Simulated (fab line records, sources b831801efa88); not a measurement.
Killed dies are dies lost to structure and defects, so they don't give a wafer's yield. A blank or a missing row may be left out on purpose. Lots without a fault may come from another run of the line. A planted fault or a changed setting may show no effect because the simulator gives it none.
Tool commonality check | flow gf180mcu | 14 lots, 42 wafers sampled

WHY IT WAS OPENED
At GF_DUAL_GATE_THK_MEAS_03 the reading DUAL_GATE_OXIDATION_00_THK is flagged on 2 of 14 lots. Wafers without a fault read 10.84 nm, standard deviation 0.25.
Rule: a lot is flagged when every wafer of it that has a number lies more than 4 standard deviations from that mean, or none has a number. The other lots count as sound.

lot  | measured     | on            | DUAL_GATE_OXIDATION_00_THK (nm), wafer by wafer | flag
L915 | day 7 22:40  | film_metro-04 | 10.91 10.87 10.74                               |
L916 | day 8 01:16  | film_metro-02 | 10.62 10.71 10.70                               |
L917 | day 8 09:58  | film_metro-03 | 10.84 10.99 11.02                               |
L918 | day 8 18:26  | film_metro-04 | 10.99 10.70 10.78                               |
L920 | day 9 06:06  | film_metro-03 | 11.29 11.25 11.18                               |
L922 | day 9 18:38  | film_metro-04 | 11.09 11.08 11.20                               |
L923 | day 10 03:16 | film_metro-03 | 12.19 12.29 12.27                               | FLAGGED
L925 | day 10 18:13 | film_metro-02 | 12.24 12.25 12.16                               | FLAGGED
L931 | day 12 16:28 | film_metro-02 | 11.00 10.92 10.69                               |
L932 | day 12 23:18 | film_metro-04 | 11.29 11.16 11.15                               |
L934 | day 13 10:18 | film_metro-04 | 11.07 11.25 11.29                               |
L935 | day 13 15:31 | film_metro-04 | 10.98 11.12 11.15                               |
L936 | day 13 21:19 | film_metro-04 | 10.62 10.69 10.61                               |
L937 | day 14 06:54 | film_metro-04 | 11.16 11.03 11.11                               |
The numbers of the flagged lots are 12.23 nm on average: +1.39 nm against the usual, or +6 standard deviations.

WHICH TOOL RAN EACH LOT
The record holds 1 process step before the reading, out of a route of 602 steps. In each cell: the tool, then ch and the chambers that the sampled wafers went through, then the start.
lot  | flag    | GF_DUAL_GATE_OXIDATION_02
L915 |         | furnace-01 ch 0, day 7 21:13
L916 |         | furnace-01 ch 0, day 7 23:49
L917 |         | furnace-02 ch 0, day 8 08:31
L918 |         | furnace-01 ch 0, day 8 16:59
L920 |         | furnace-02 ch 0, day 9 04:38
L922 |         | furnace-02 ch 0, day 9 17:11
L923 | FLAGGED | furnace-02 ch 0, day 10 01:49
L925 | FLAGGED | furnace-02 ch 0, day 10 16:46
L931 |         | furnace-01 ch 0, day 12 15:01
L932 |         | furnace-01 ch 0, day 12 21:47
L934 |         | furnace-01 ch 0, day 13 08:51
L935 |         | furnace-01 ch 0, day 13 14:04
L936 |         | furnace-01 ch 0, day 13 19:51
L937 |         | furnace-01 ch 0, day 14 05:28
What these steps do:
- GF_DUAL_GATE_OXIDATION_02: stabilise 600 s, purge 300 s, target thk 10.887 nm.
- GF_DUAL_GATE_THK_MEAS_03

FLAGGED OVER TOTAL, TOOL BY TOOL (the gauges that took the reading come last)
step                      | tool          | lots run | flagged | share of the flagged lots | sound lots run after its first flagged lot
GF_DUAL_GATE_OXIDATION_02 | furnace-01    | 9        | 0       | none                      | -
GF_DUAL_GATE_OXIDATION_02 | furnace-02    | 5        | 2       | all                       | 0
GF_DUAL_GATE_THK_MEAS_03  | film_metro-02 | 3        | 1       | some                      | 1 (L931)
GF_DUAL_GATE_THK_MEAS_03  | film_metro-03 | 3        | 1       | some                      | 0
GF_DUAL_GATE_THK_MEAS_03  | film_metro-04 | 8        | 0       | none                      | -

WHAT THE TABLE ALLOWS
1 row of the table ran every flagged lot: furnace-02 at GF_DUAL_GATE_OXIDATION_02.
- furnace-02 at GF_DUAL_GATE_OXIDATION_02: 2 of its 5 lots flagged. Its last sound lot is L922 (day 9 17:11), its first flagged lot L923 (day 10 01:49): a fault that began between those two fits.
One tool is left: furnace-02 at GF_DUAL_GATE_OXIDATION_02.

WHAT THE SIMULATOR HAD PUT IN
Process parameter drift: furnace-02, from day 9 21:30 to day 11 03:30, at GF_DUAL_GATE_OXIDATION_02. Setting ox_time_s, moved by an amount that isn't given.
Lots struck among those shown: L923, L925. The rule above found the same.
